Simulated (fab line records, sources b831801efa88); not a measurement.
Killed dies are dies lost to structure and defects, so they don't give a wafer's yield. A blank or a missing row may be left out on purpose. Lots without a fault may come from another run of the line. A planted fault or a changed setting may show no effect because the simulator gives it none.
fab line records | flow sky130
record lots=5 wafers=15 last_day=49
route steps=708 shown CONTACT@416 METAL1@434
lots that met no fault: from a run of the same line without faults
start_h: hours from the record's first day to the start of the lot's first wafer shown | wait_h: hours since the lot's step before | " the same as in the row above | L1.1+2: a row that stands for several wafers | - no value, or no start given | * or withheld: withheld | < > ~ a bound
route shown NAME@n: a module of which the file shows steps, and the number in the route of the first | usual: mean/standard deviation of fault-free wafers | same: alike in all rows | chamber/n: place in a boat | sites: the reading at each site | _std_site: their standard deviation | _edge_site: outer sites' mean less inner sites' | radius_mm: how far each site lies from the wafer's centre | mask NAME#n: copy n | behind: the tool/chamber that last shaped the wafer | hold: why the lot was held/for how many hours/how that ended | device: the transistor (n, p or np) that didn't switch | end of line: the same wafers' tests at the end of the route | a step without rows: its recipe alone | killed: dies lost to structure and defects at the first sort, not the wafer's yield | map: a wafer's dies, x killed, . not, _ none there
set.NAME: the setting as run; set.NAME@STEP: as run at that earlier step | model.NAME: the simulator's own value behind a step, which no gauge read
lots at some steps of the route; a table a step, a row a wafer
services: from which hour (start_h, from the record's first day; less than 0 if before it) a tool's chamber was out of use, for how many hours, and why
## steps
# step SKY_CONTACT_SOFTBAKE_10
# recipe temp_c=100 time_s=90 resist=KrF-thick
# columns lot.wafer tool chamber start_h wait_h
L075.3+5+6 litho_track-01 0 - -
L076.3+4+6 litho_track-03 0 - -
L079.2+4+5 litho_track-01 0 - -
L089.4+5+6 litho_track-01 0 - -
L092.2+3+6 litho_track-01 0 - -
# step SKY_CONTACT_EXPOSE_11
# recipe mask_id=CTM1 na=0.8 source_shape=annular sigma_inner=0.55 sigma_outer=0.85 target_cd_nm=170 dose_mj=38
# usual exposure_dose_mJ_cm2=37.99/0.041
# same na=0.8
# columns lot.wafer tool chamber start_h wait_h mask exposure_dose_mJ_cm2
L075.3 krf_scanner-02 0 - - CTM1#0 38.01
L075.5 " 0 " " CTM1#0 38.08
L075.6 " 0 " " CTM1#0 38.02
L076.3 krf_scanner-02 0 - - CTM1#0 38.00
L076.4 " 0 " " CTM1#0 37.98
L076.6 " 0 " " CTM1#0 37.95
L079.2 krf_scanner-02 0 - - CTM1#0 37.95
L079.4 " 0 " " CTM1#0 37.93
L079.5 " 0 " " CTM1#0 37.91
L089.4 krf_scanner-01 0 - - CTM1#0 37.96
L089.5 " 0 " " CTM1#0 37.93
L089.6 " 0 " " CTM1#0 38.00
L092.2 krf_scanner-02 0 - - CTM1#0 37.97
L092.3 " 0 " " CTM1#0 37.96
L092.6 " 0 " " CTM1#0 37.94
# step SKY_CONTACT_PEB_12
# recipe peb_temp_c=withheld peb_time_s=withheld resist=KrF-thick
# columns lot.wafer tool chamber start_h wait_h
L075.3+5+6 litho_track-03 0 - -
L076.3+4+6 litho_track-01 0 - -
L079.2+4+5 litho_track-04 0 - -
L089.4+5+6 litho_track-03 0 - -
L092.2+3+6 litho_track-01 0 - -
# step SKY_CONTACT_DEVELOP_13
# recipe develop_time_s=60 resist=KrF-thick dev_temp_c=21
# columns lot.wafer tool chamber start_h wait_h
L075.3+5+6 litho_track-03 0 - -
L076.3+4+6 litho_track-01 0 - -
L079.2+4+5 litho_track-04 0 - -
L089.4+5+6 litho_track-03 0 - -
L092.2+3+6 litho_track-01 0 - -
# step SKY_CONTACT_CD_MEAS_14
# recipe target_cd_nm=170
# usual cd_nm=170.0/1.4
# columns lot.wafer tool chamber start_h wait_h cd_nm
L075.3 cd_sem-01 - 747.83 - 171.4
L075.5 " - " " 172.6
L075.6 " - " " 171.8
L076.3 cd_sem-02 - 755.28 - 171.0
L076.4 " - " " 170.9
L076.6 " - " " 169.5
L079.2 cd_sem-02 - 776.10 - 171.8
L079.4 " - " " 169.2
L079.5 " - " " 170.8
L089.4 cd_sem-02 - 855.80 - 168.6
L089.5 " - " " 168.8
L089.6 " - " " 168.2
L092.2 cd_sem-02 - 878.71 - 171.2
L092.3 " - " " 170.0
L092.6 " - " " 169.9
# step SKY_CONTACT_OVL_MEAS_15
# usual CONTACT_OVL=0/5
# columns lot.wafer tool chamber start_h wait_h CONTACT_OVL[nm]
L075.3 overlay-02 - 747.93 0.1 -9
L075.5 " - " " -5
L075.6 " - " " -4
L076.3 overlay-01 - 755.37 0.1 -7
L076.4 " - " " -12
L076.6 " - " " -5
L079.2 overlay-02 - 776.21 0.1 -1
L079.4 " - " " -4
L079.5 " - " " -8
L089.4 overlay-01 - 855.88 0.1 1
L089.5 " - " " 10
L089.6 " - " " 4
L092.2 overlay-02 - 878.82 0.1 3
L092.3 " - " " 7
L092.6 " - " " 6
# step SKY_CONTACT_ETCH_16
# recipe chemistry=N2/H2 target=BARC ion_energy_ev=200 source_w=500 bias_w=100 pressure_mtorr=30 n2_flow_sccm=100 h2_flow_sccm=200 stop_on=SiO2 time_s=45.9 target_depth_a=600
# usual drypump_motor_current_A=5.7/0.35 oes_product_au=0.854/0.005 throttle_valve_pct=13.224/0.0098
# columns lot.wafer tool chamber start_h wait_h drypump_motor_current_A oes_product_au rf_hours_counter_h throttle_valve_pct
L075.3 rie_diel-04 2 747.95 0.0 5.2 0.872 5 13.231
L075.5 " 2 " " 5.2 0.851 - 13.223
L075.6 " 0 " " 6.2 0.861 - 13.231
L076.3 rie_diel-04 2 755.40 0.0 5.2 0.861 5 13.213
L076.4 " 3 " " 6.0 0.853 - 13.237
L076.6 " 2 " " 5.2 0.865 - 13.209
L079.2 rie_diel-04 2 776.24 0.0 5.2 0.848 6 13.238
L079.4 " 2 " " 5.2 0.852 - 13.224
L079.5 " 3 " " 6.0 0.854 - 13.229
L089.4 rie_diel-04 1 855.92 0.0 6.0 0.859 - 13.208
L089.5 " 2 " " 5.2 0.854 - 13.221
L089.6 " 3 " " 6.0 0.854 - 13.227
L092.2 rie_diel-04 2 878.85 0.0 5.2 0.859 9 13.218
L092.3 " 0 " " 6.2 0.851 23 13.224
L092.6 " 3 " " 6.0 0.849 - 13.223
# step SKY_CONTACT_ETCH_17
# recipe target=SiO2 chemistry=C4F8/O2/Ar stop_on=Si3N4 mask_material=KrF-thick source_w=1500 bias_w=1200 pressure_mtorr=40 c4f8_flow_sccm=withheld O2_flow_sccm=6 Ar_flow_sccm=300 time_s=withheld target_depth_a=3400
# usual oes_product_au=0.892/0.0046
# columns lot.wafer tool chamber start_h wait_h oes_product_au
L075.3 rie_diel-04 2 747.99 0.0 0.885
L075.5 " 2 " " 0.893
L075.6 " 0 " " 0.889
L076.3 rie_diel-04 2 755.44 0.0 0.895
L076.4 " 3 " " 0.890
L076.6 " 2 " " 0.892
L079.2 rie_diel-04 2 776.28 0.0 0.886
L079.4 " 2 " " 0.895
L079.5 " 3 " " 0.895
L089.4 rie_diel-04 1 855.97 0.0 0.888
L089.5 " 2 " " 0.893
L089.6 " 3 " " 0.891
L092.2 rie_diel-04 2 878.89 0.0 0.891
L092.3 " 0 " " 0.891
L092.6 " 3 " " 0.895
# step SKY_CONTACT_ETCH_18
# recipe target=Si3N4 chemistry=CHF3/O2 stop_on=TiN source_w=600 bias_w=200 pressure_mtorr=40 chf3_flow_sccm=50 O2_flow_sccm=5 time_s=39 target_depth_a=750
# usual O2_flow_sccm=5.000/0.015 drypump_motor_current_A=5.7/0.35 oes_product_au=0.855/0.0083 throttle_valve_pct=8.794/0.0095
# columns lot.wafer tool chamber start_h wait_h O2_flow_sccm drypump_motor_current_A oes_product_au rf_hours_counter_h throttle_valve_pct
L075.3 rie_diel-04 2 - - 5.017 5.2 0.859 5 8.801
L075.5 " 2 " " 5.010 5.2 0.852 - 8.810
L075.6 " 0 " " 4.999 6.2 0.855 - 8.806
L076.3 rie_diel-04 2 - - 4.987 5.2 0.852 5 8.800
L076.4 " 3 " " 4.996 6.0 0.856 - 8.789
L076.6 " 2 " " 5.004 5.2 0.857 - 8.805
L079.2 rie_diel-04 2 - - 5.005 5.2 0.848 6 8.776
L079.4 " 2 " " 5.042 5.2 0.862 - 8.802
L079.5 " 3 " " 5.008 6.0 0.849 - 8.795
L089.4 rie_diel-04 1 - - 4.980 6.0 0.851 - 8.798
L089.5 " 2 " " 4.995 5.2 0.859 - 8.787
L089.6 " 3 " " 4.998 6.0 0.851 - 8.798
L092.2 rie_diel-04 2 - - 5.003 5.2 0.849 9 8.800
L092.3 " 0 " " 5.020 6.1 0.836 23 8.789
L092.6 " 3 " " 4.995 6.0 0.849 - 8.791
# step SKY_CONTACT_STRIP_19
# recipe chemistry=O2/N2 power_w=1400 pressure_mtorr=1500 platen_temp_c=withheld o2_flow_sccm=3000 n2_flow_sccm=300 overash_fraction=0.5
# usual drypump_motor_current_A=5.5/0.51 o2_flow_sccm=3000/8.1 oes_product_au=0.381/0.0044 strip_time_to_endpoint_s=3.61/0.042
# columns lot.wafer tool chamber start_h wait_h drypump_motor_current_A o2_flow_sccm oes_product_au rf_hours_counter_h strip_time_to_endpoint_s
L075.3 plasma_asher-03 0 748.12 - 5.6 3006 0.378 - 3.58
L075.5 " 1 " " 5.5 3010 0.389 - 3.60
L075.6 " 0 " " 5.6 3011 0.382 - 3.61
L076.3 plasma_asher-04 0 755.56 - 4.7 3001 0.375 - 3.58
L076.4 " 1 " " 5.4 2990 0.387 - 3.65
L076.6 " 0 " " 4.7 2999 0.389 - 3.57
L079.2 plasma_asher-03 1 776.37 - 5.5 2996 0.376 66 3.58
L079.4 " 0 " " 5.6 3003 0.389 - 3.57
L079.5 " 1 " " 5.5 3002 0.379 - 3.62
L089.4 plasma_asher-03 1 856.07 - 5.5 3010 0.379 - 3.62
L089.5 " 0 " " 5.6 3000 0.379 - 3.61
L089.6 " 1 " " 5.5 3014 0.377 - 3.63
L092.2 plasma_asher-03 0 878.98 - 5.6 3021 0.376 77 3.56
L092.3 " 1 " " 5.5 3000 0.374 - 3.59
L092.6 " 1 " " 5.5 2990 0.386 - 3.60
# step SKY_CONTACT_STRIP_20
# recipe chemistry=post_etch_residue_remover time_s=1200 temp_c=72.5
# columns lot.wafer tool chamber start_h wait_h
L075.3+5+6 wet_bench-04 2 748.18 0.0
L076.3+4+6 wet_bench-04 3 755.63 0.0
L079.2+4+5 wet_bench-02 0 776.47 0.1
L089.4+5+6 wet_bench-01 0 856.13 0.0
L092.2+3+6 wet_bench-04 0 879.08 0.1
# step SKY_CONTACT_CLEAN_21
# recipe chemistry=IPA time_s=180 temp_c=25
# columns lot.wafer tool chamber start_h wait_h
L075.3+5+6 wet_bench-04 1 748.55 0.0
L076.3+4+6 wet_bench-02 3 756.00 0.0
L079.2+4+5 wet_bench-01 2 776.81 0.0
L089.4+5+6 wet_bench-04 0 856.47 0.0
L092.2+3+6 wet_bench-01 2 879.42 0.0
# step SKY_CONTACT_CLEAN_22
# recipe chemistry=O3/DIW dry=n2_spin
# columns lot.wafer tool chamber start_h wait_h
L075.3+5+6 wet_bench-01 1 748.62 0.0
L076.3+4+6 wet_bench-01 2 756.06 0.0
L079.2+4+5 wet_bench-02 0 776.87 0.0
L089.4+5+6 wet_bench-02 0 856.53 0.0
L092.2+3+6 wet_bench-02 3 879.48 0.0
# step SKY_CONTACT_SPUTTER_23
# recipe material=TiN target_thk_nm=20 chamber_pressure_pa=5 power_w=4000 time_s=80
# usual throttle_valve_pct=29.9/0.86
# columns lot.wafer tool chamber start_h wait_h throttle_valve_pct
L075.3 pvd_sputter-01 - 748.71 0.0 28.8
L075.5 " - " " 28.2
L075.6 " - " " 30.7
L076.3 pvd_sputter-04 - 756.15 0.0 31.1
L076.4 " - " " 31.0
L076.6 " - " " 29.5
L079.2 pvd_sputter-03 - 776.96 0.0 30.0
L079.4 " - " " 30.2
L079.5 " - " " 30.0
L089.4 pvd_sputter-04 - 856.62 0.0 30.6
L089.5 " - " " 29.2
L089.6 " - " " 31.0
L092.2 pvd_sputter-04 - 879.58 0.0 30.4
L092.3 " - " " 29.0
L092.6 " - " " 31.0
# step SKY_CONTACT_CVD_24
# recipe material=W target_thk_nm=340 time_s=102.12 temp_c=400 pressure_torr=40
# usual heater_power_w=887/66
# columns lot.wafer tool chamber start_h wait_h heater_power_w
L075.3 cvd_w-02 0 748.81 0.1 801
L075.5 " 0 " " 800
L075.6 " 1 " " 885
L076.3 cvd_w-01 1 756.25 0.1 957
L076.4 " 0 " " 848
L076.6 " 0 " " 841
L079.2 cvd_w-02 1 777.02 0.0 912
L079.4 " 1 " " 907
L079.5 " 1 " " 905
L089.4 cvd_w-01 0 856.80 0.1 834
L089.5 " 0 " " 841
L089.6 " 0 " " 857
L092.2 cvd_w-01 1 879.64 0.0 948
L092.3 " 1 " " 944
L092.6 " 1 " " 976
# step SKY_CONTACT_RS_MEAS_25
# recipe thk_meas_gauge=four-point-probe reads=W_of_CONTACT_CVD_24+TiN_of_CONTACT_SPUTTER_23
# usual CONTACT_W_RS=0.338/0.0041
# columns lot.wafer tool chamber start_h wait_h CONTACT_W_RS[ohm/sq]
L075.3 film_metro-01 - 748.92 0.1 0.333
L075.5 " - " " 0.329
L075.6 " - " " 0.333
L076.3 film_metro-01 - 756.36 0.1 0.337
L076.4 " - " " 0.344
L076.6 " - " " 0.344
L079.2 film_metro-01 - 777.15 0.1 0.340
L079.4 " - " " 0.342
L079.5 " - " " 0.342
L089.4 film_metro-02 - 856.97 0.1 0.341
L089.5 " - " " 0.345
L089.6 " - " " 0.341
L092.2 film_metro-04 - 879.77 0.1 0.337
L092.3 " - " " 0.338
L092.6 " - " " 0.339
# step SKY_CONTACT_THK_MEAS_26
# recipe thk_meas_gauge=xrf reads=W_of_CONTACT_CVD_24
# usual CONTACT_W_THK=354/5.4
# columns lot.wafer tool chamber start_h wait_h CONTACT_W_THK[nm]
L075.3 film_metro-01 - 749.02 0.1 357
L075.5 " - " " 359
L075.6 " - " " 355
L076.3 film_metro-01 - 756.46 0.1 351
L076.4 " - " " 347
L076.6 " - " " 343
L079.2 film_metro-01 - 777.26 0.1 350
L079.4 " - " " 350
L079.5 " - " " 349
L089.4 film_metro-02 - 857.06 0.1 349
L089.5 " - " " 342
L089.6 " - " " 345
L092.2 film_metro-04 - 879.88 0.1 359
L092.3 " - " " 356
L092.6 " - " " 356
# step SKY_CONTACT_CMP_27
# recipe stop_on=SiO2 t_overpolish_s=15 down_force_psi=3.5 platen_rpm=60 target_thk_nm=0 pad_velocity_m_s=0.94248
# usual motor_current_A=11.7/1.2 overpolish_run_s=15.000/0.009 time_to_endpoint_s=81.3/2.9
# columns lot.wafer tool chamber start_h wait_h motor_current_A overpolish_run_s time_to_endpoint_s
L075.3 cmp-02 0 749.06 0.0 10.0 15.000 84.3
L075.6 " 0 " " 9.8 15.002 82.2
L075.5 " 1 " " 13.1 14.998 84.2
L076.3 cmp-02 1 756.50 0.0 12.1 15.015 83.1
L076.4 " 2 " " 11.4 14.996 84.9
L076.6 " 2 " " 11.2 14.994 83.0
L079.2 cmp-01 2 777.36 0.1 13.2 15.001 82.3
L079.4 " 0 " " 11.0 15.008 81.7
L079.5 " 1 " " 11.2 14.998 75.8
L089.4 cmp-01 3 857.24 0.2 11.9 14.977 76.4
L089.5 " 0 " " 9.7 15.005 78.0
L089.6 " 1 " " 11.2 14.990 74.5
L092.2 cmp-01 1 879.93 0.0 11.1 15.018 78.2
L092.3 " 3 " " 12.3 15.001 83.5
L092.6 " 2 " " 13.5 14.994 84.0
# step SKY_METAL1_SPUTTER_00
# recipe material=Ti target_thk_nm=15 power_w=3000 time_s=10 chamber_pressure_pa=0.4
# usual throttle_valve_pct=30.4/0.85
# columns lot.wafer tool chamber start_h wait_h throttle_valve_pct
L075.3 pvd_sputter-02 - 749.36 0.2 30.5
L075.5 " - " " 31.9
L075.6 " - " " 31.2
L076.3 pvd_sputter-02 - 756.80 0.2 31.9
L076.4 " - " " 30.1
L076.6 " - " " 31.1
L079.2 pvd_sputter-04 - 777.61 0.2 29.1
L079.4 " - " " 30.6
L079.5 " - " " 30.6
L089.4 pvd_sputter-03 - 857.39 0.1 29.9
L089.5 " - " " 30.0
L089.6 " - " " 30.9
L092.2 pvd_sputter-02 - 880.23 0.2 28.9
L092.3 " - " " 31.5
L092.6 " - " " 31.2
# step SKY_METAL1_SPUTTER_01
# recipe material=TiN target_thk_nm=20 power_w=6500 time_s=16.7 chamber_pressure_pa=0.4
# usual throttle_valve_pct=30.4/0.84
# columns lot.wafer tool chamber start_h wait_h throttle_valve_pct
L075.3 pvd_sputter-02 - 749.38 0.0 30.2
L075.5 " - " " 31.5
L075.6 " - " " 31.3
L076.3 pvd_sputter-02 - 756.82 0.0 31.8
L076.4 " - " " 30.1
L076.6 " - " " 31.2
L079.2 pvd_sputter-04 - 777.64 0.0 28.8
L079.4 " - " " 30.6
L079.5 " - " " 30.8
L089.4 pvd_sputter-03 - 857.41 0.0 29.7
L089.5 " - " " 30.1
L089.6 " - " " 31.2
L092.2 pvd_sputter-02 - 880.25 0.0 29.0
L092.3 " - " " 31.1
L092.6 " - " " 31.0
# step SKY_METAL1_SPUTTER_02
# recipe material=AlCu target_thk_nm=250 power_w=10600 time_s=13.3 chamber_pressure_pa=0.4
# usual throttle_valve_pct=30.3/0.84
# columns lot.wafer tool chamber start_h wait_h throttle_valve_pct
L075.3 pvd_sputter-02 - 749.41 0.0 30.2
L075.5 " - " " 31.7
L075.6 " - " " 31.1
L076.3 pvd_sputter-02 - 756.85 0.0 31.8
L076.4 " - " " 30.2
L076.6 " - " " 31.1
L079.2 pvd_sputter-04 - 777.66 0.0 29.1
L079.4 " - " " 30.7
L079.5 " - " " 30.8
L089.4 pvd_sputter-03 - 857.43 0.0 29.5
L089.5 " - " " 29.7
L089.6 " - " " 30.6
L092.2 pvd_sputter-02 - 880.28 0.0 28.7
L092.3 " - " " 31.2
L092.6 " - " " 31.0
# step SKY_METAL1_SPUTTER_03
# recipe material=Ti target_thk_nm=5 power_w=3000 time_s=3.3 chamber_pressure_pa=0.4
# usual throttle_valve_pct=30.4/0.83
# columns lot.wafer tool chamber start_h wait_h throttle_valve_pct
L075.3 pvd_sputter-02 - 749.43 0.0 30.4
L075.5 " - " " 31.9
L075.6 " - " " 31.2
L076.3 pvd_sputter-02 - 756.87 0.0 31.4
L076.4 " - " " 30.3
L076.6 " - " " 31.2
L079.2 pvd_sputter-04 - 777.69 0.0 29.3
L079.4 " - " " 30.7
L079.5 " - " " 30.8
L089.4 pvd_sputter-03 - 857.46 0.0 29.9
L089.5 " - " " 30.0
L089.6 " - " " 30.8
L092.2 pvd_sputter-02 - 880.30 0.0 29.0
L092.3 " - " " 31.2
L092.6 " - " " 31.3
# step SKY_METAL1_SPUTTER_04
# recipe material=TiN target_thk_nm=70 power_w=6500 time_s=58.3 chamber_pressure_pa=0.4
# usual throttle_valve_pct=30.3/0.81
# columns lot.wafer tool chamber start_h wait_h throttle_valve_pct
L075.3 pvd_sputter-02 - 749.45 0.0 30.5
L075.5 " - " " 31.6
L075.6 " - " " 31.0
L076.3 pvd_sputter-02 - 756.89 0.0 31.8
L076.4 " - " " 30.5
L076.6 " - " " 31.3
L079.2 pvd_sputter-04 - 777.70 0.0 29.4
L079.4 " - " " 30.5
L079.5 " - " " 30.6
L089.4 pvd_sputter-03 - 857.48 0.0 29.7
L089.5 " - " " 29.8
L089.6 " - " " 31.1
L092.2 pvd_sputter-02 - 880.32 0.0 28.6
L092.3 " - " " 31.1
L092.6 " - " " 31.2
# step SKY_METAL1_RS_MEAS_05
# recipe thk_meas_gauge=four-point-probe reads=TiN_of_METAL1_SPUTTER_04+Ti_of_METAL1_SPUTTER_03+AlCu_of_METAL1_SPUTTER_02+TiN_of_METAL1_SPUTTER_01+Ti_of_METAL1_SPUTTER_00
# usual METAL1_ALCU_RS=0.1263/0.0017
# columns lot.wafer tool chamber start_h wait_h METAL1_ALCU_RS[ohm/sq]
L075.3 film_metro-02 - 749.54 0.1 0.1248
L075.5 " - " " 0.1251
L075.6 " - " " 0.1254
L076.3 film_metro-04 - 756.98 0.1 0.1257
L076.4 " - " " 0.1253
L076.6 " - " " 0.1252
L079.2 film_metro-02 - 777.77 0.0 0.1286
L079.4 " - " " 0.1278
L079.5 " - " " 0.1281
L089.4 film_metro-03 - 857.59 0.1 0.1293
L089.5 " - " " 0.1279
L089.6 " - " " 0.1284
L092.2 film_metro-04 - 880.39 0.0 0.1273
L092.3 " - " " 0.1252
L092.6 " - " " 0.1265
# step SKY_METAL1_THK_MEAS_06
# recipe thk_meas_gauge=xrf reads=AlCu_of_METAL1_SPUTTER_02
# usual METAL1_ALCU_THK=252/3.4
# columns lot.wafer tool chamber start_h wait_h METAL1_ALCU_THK[nm]
L075.3 film_metro-02 - 749.64 0.1 258
L075.5 " - " " 257
L075.6 " - " " 255
L076.3 film_metro-04 - 757.08 0.1 253
L076.4 " - " " 253
L076.6 " - " " 254
L079.2 film_metro-02 - 777.88 0.1 248
L079.4 " - " " 249
L079.5 " - " " 249
L089.4 film_metro-03 - 857.68 0.1 247
L089.5 " - " " 249
L089.6 " - " " 246
L092.2 film_metro-04 - 880.50 0.1 248
L092.3 " - " " 254
L092.6 " - " " 252
# step SKY_METAL1_DEHYDRATE_07
# recipe temp_c=200 time_s=60
# columns lot.wafer tool chamber start_h wait_h
L075.3+5+6 litho_track-03 0 761.74 12.1
L076.3+4+6 litho_track-03 0 769.74 12.7
L079.2+4+5 litho_track-04 0 789.86 12.0
L089.4+5+6 litho_track-03 0 869.22 11.5
L092.2+3+6 litho_track-02 0 892.81 12.3
# step SKY_METAL1_HMDS_08
# recipe prime_time_s=60 prime_temp_c=120
# usual prime_temp_c=120.03/0.11
# columns lot.wafer tool chamber start_h wait_h prime_temp_c
L075.3 litho_track-03 0 761.89 0.1 120.18
L075.5 " 0 " " 120.08
L075.6 " 0 " " 120.07
L076.3 litho_track-03 0 769.89 0.1 120.25
L076.4 " 0 " " 120.01
L076.6 " 0 " " 120.16
L079.2 litho_track-04 0 790.01 0.1 120.02
L079.4 " 0 " " 120.06
L079.5 " 0 " " 120.13
L089.4 litho_track-03 0 869.37 0.1 119.97
L089.5 " 0 " " 120.12
L089.6 " 0 " " 120.16
L092.2 litho_track-02 0 892.96 0.1 119.97
L092.3 " 0 " " 119.98
L092.6 " 0 " " 120.11
# step SKY_METAL1_COAT_09
# recipe resist=BARC temp_c=withheld time_s=withheld spin_rpm=3000 resist_thk_nm=60
# columns lot.wafer tool chamber start_h wait_h
L075.3+5+6 litho_track-03 0 762.04 0.1
L076.3+4+6 litho_track-03 0 770.04 0.1
L079.2+4+5 litho_track-04 0 790.16 0.1
L089.4+5+6 litho_track-03 0 869.52 0.1
L092.2+3+6 litho_track-02 0 893.11 0.1
# step SKY_METAL1_COAT_10
# recipe resist=KrF-thick spin_rpm=3000 resist_thk_nm=450
# columns lot.wafer tool chamber start_h wait_h
L075.3+5+6 litho_track-03 0 - -
L076.3+4+6 litho_track-03 0 - -
L079.2+4+5 litho_track-04 0 - -
L089.4+5+6 litho_track-03 0 - -
L092.2+3+6 litho_track-02 0 - -
# step SKY_METAL1_SOFTBAKE_11
# recipe temp_c=100 time_s=90 resist=KrF-thick
# columns lot.wafer tool chamber start_h wait_h
L075.3+5+6 litho_track-03 0 - -
L076.3+4+6 litho_track-03 0 - -
L079.2+4+5 litho_track-04 0 - -
L089.4+5+6 litho_track-03 0 - -
L092.2+3+6 litho_track-02 0 - -
# step SKY_METAL1_EXPOSE_12
# recipe mask_id=MM1 na=0.8 source_shape=annular sigma_inner=0.55 sigma_outer=0.85 target_cd_nm=140 dose_mj=28
# usual exposure_dose_mJ_cm2=28.000/0.03
# same na=0.8
# columns lot.wafer tool chamber start_h wait_h mask exposure_dose_mJ_cm2
L075.3 krf_scanner-02 0 - - MM1#0 28.028
L075.5 " 0 " " MM1#0 27.994
L075.6 " 0 " " MM1#0 27.990
L076.3 krf_scanner-01 0 - - MM1#0 27.995
L076.4 " 0 " " MM1#0 28.023
L076.6 " 0 " " MM1#0 28.002
L079.2 krf_scanner-02 0 - - MM1#0 27.983
L079.4 " 0 " " MM1#0 27.971
L079.5 " 0 " " MM1#0 28.015
L089.4 krf_scanner-01 0 - - MM1#0 27.998
L089.5 " 0 " " MM1#0 28.021
L089.6 " 0 " " MM1#0 28.005
L092.2 krf_scanner-01 0 - - MM1#0 27.991
L092.3 " 0 " " MM1#0 28.014
L092.6 " 0 " " MM1#0 27.996
# step SKY_METAL1_PEB_13
# recipe peb_temp_c=withheld peb_time_s=withheld resist=KrF-thick
# columns lot.wafer tool chamber start_h wait_h
L075.3+5+6 litho_track-03 0 - -
L076.3+4+6 litho_track-02 0 - -
L079.2+4+5 litho_track-04 0 - -
L089.4+5+6 litho_track-03 0 - -
L092.2+3+6 litho_track-02 0 - -
# step SKY_METAL1_DEVELOP_14
# recipe develop_time_s=60 resist=KrF-thick dev_temp_c=21
# columns lot.wafer tool chamber start_h wait_h
L075.3+5+6 litho_track-03 0 - -
L076.3+4+6 litho_track-02 0 - -
L079.2+4+5 litho_track-04 0 - -
L089.4+5+6 litho_track-03 0 - -
L092.2+3+6 litho_track-02 0 - -
# step SKY_METAL1_CD_MEAS_15
# recipe target_cd_nm=140
# usual cd_nm=140.1/1.7
# columns lot.wafer tool chamber start_h wait_h cd_nm
L075.3 cd_sem-01 - 775.88 - 138.2
L075.5 " - " " 139.3
L075.6 " - " " 138.9
L076.3 cd_sem-01 - 783.67 - 138.6
L076.4 " - " " 139.9
L076.6 " - " " 140.7
L079.2 cd_sem-01 - 804.30 - 141.2
L079.4 " - " " 138.9
L079.5 " - " " 140.5
L089.4 cd_sem-01 - 882.95 - 138.2
L089.5 " - " " 138.2
L089.6 " - " " 138.0
L092.2 cd_sem-01 - 905.75 - 137.3
L092.3 " - " " 137.6
L092.6 " - " " 138.4
# step SKY_METAL1_OVL_MEAS_16
# usual METAL1_OVL=0/6.5
# columns lot.wafer tool chamber start_h wait_h METAL1_OVL[nm]
L075.3 overlay-01 - 775.98 0.1 -18
L075.5 " - " " -12
L075.6 " - " " -11
L076.3 overlay-01 - 783.76 0.1 3
L076.4 " - " " 6
L076.6 " - " " 7
L079.2 overlay-02 - 804.41 0.1 -2
L079.4 " - " " 6
L079.5 " - " " 8
L089.4 overlay-02 - 883.03 0.1 3
L089.5 " - " " -1
L089.6 " - " " 2
L092.2 overlay-01 - 905.86 0.1 -4
L092.3 " - " " -7
L092.6 " - " " -5
# step SKY_METAL1_DESCUM_17
# recipe chemistry=O2 source_power_w=150 bias_power_w=0 pressure_mtorr=10 temp_c=40 time_s=8
# usual drypump_motor_current_A=5.6/0.44 oes_product_au=0.998/0.0091
# columns lot.wafer tool chamber start_h wait_h drypump_motor_current_A oes_product_au rf_hours_counter_h
L075.3 rie_metal-04 0 776.01 0.0 6.2 0.996 -
L075.5 " 1 " " 5.4 1.008 -
L075.6 " 0 " " 6.2 0.974 -
L076.3 rie_metal-04 1 783.80 0.0 5.4 1.008 -
L076.4 " 0 " " 6.2 0.991 -
L076.6 " 1 " " 5.4 1.001 -
L079.2 rie_metal-03 1 804.44 0.0 5.8 1.000 12
L079.4 " 1 " " 5.8 1.003 -
L079.5 " 0 " " 6.0 0.996 -
L089.4 rie_metal-01 0 883.06 0.0 5.8 1.008 -
L089.5 " 0 " " 5.8 1.010 -
L089.6 " 1 " " 4.8 0.990 -
L092.2 rie_metal-04 1 905.89 0.0 5.4 1.004 7
L092.3 " 0 " " 6.2 0.989 -
L092.6 " 1 " " 5.4 1.004 -
# step SKY_METAL1_ETCH_18
# recipe chemistry=N2/H2 target=BARC ion_energy_ev=200 bias_w=100 pressure_mtorr=30 n2_flow_sccm=100 h2_flow_sccm=200 icp_w=500 stop_on=SiO2 time_s=45.9 target_depth_a=600
# usual drypump_motor_current_A=5.7/0.44 oes_product_au=0.855/0.0049 throttle_valve_pct=13.224/0.0097
# columns lot.wafer tool chamber start_h wait_h drypump_motor_current_A oes_product_au rf_hours_counter_h throttle_valve_pct
L075.3 rie_metal-04 0 776.05 0.0 6.2 0.851 - 13.238
L075.5 " 1 " " 5.4 0.854 - 13.231
L075.6 " 0 " " 6.2 0.861 - 13.218
L076.3 rie_metal-04 1 783.84 0.0 5.4 0.866 - 13.224
L076.4 " 0 " " 6.2 0.852 - 13.219
L076.6 " 1 " " 5.4 0.855 - 13.223
L079.2 rie_metal-03 1 804.47 0.0 5.8 0.846 12 13.219
L079.4 " 1 " " 5.8 0.857 - 13.222
L079.5 " 0 " " 6.0 0.849 - 13.215
L089.4 rie_metal-01 0 883.10 0.0 5.8 0.862 - 13.226
L089.5 " 0 " " 5.8 0.858 - 13.224
L089.6 " 1 " " 4.8 0.852 - 13.224
L092.2 rie_metal-04 1 905.92 0.0 5.4 0.851 7 13.234
L092.3 " 0 " " 6.2 0.849 - 13.248
L092.6 " 1 " " 5.4 0.848 - 13.244
## services
# columns tool chamber start_h hours kind
rie_diel-04 1 712.95 76.1 repair
krf_scanner-02 - 717.04 1.3 pm
pvd_sputter-02 - 717.27 3.4 repair
rie_metal-04 - 723.48 15.6 pm
krf_scanner-02 - 725.78 9.4 repair
krf_scanner-01 - 736.42 4.4 pm
pvd_sputter-04 - 737.25 5.2 repair
krf_scanner-02 - 743.21 3.6 pm
rie_metal-04 - 745.57 2.8 pm
krf_scanner-02 - 766.04 7.2 pm
krf_scanner-02 - 783.85 0.8 pm
pvd_sputter-02 - 785.77 3.3 repair
krf_scanner-02 - 786.52 2.3 repair
pvd_sputter-02 - 788.76 2.8 repair
krf_scanner-02 - 796.74 1.0 pm
pvd_sputter-04 - 804.81 5.1 repair
rie_diel-04 0 813.87 4.2 repair
rie_diel-04 1 814.40 4.0 repair
rie_diel-04 2 830.99 3.2 repair
rie_diel-04 0 853.94 8.6 repair
rie_diel-04 0 865.71 4.8 repair
krf_scanner-02 - 868.95 1.3 pm
pvd_sputter-03 - 879.41 2.4 repair
wet_bench-02 - 903.86 77.1 repair
## key
fault none
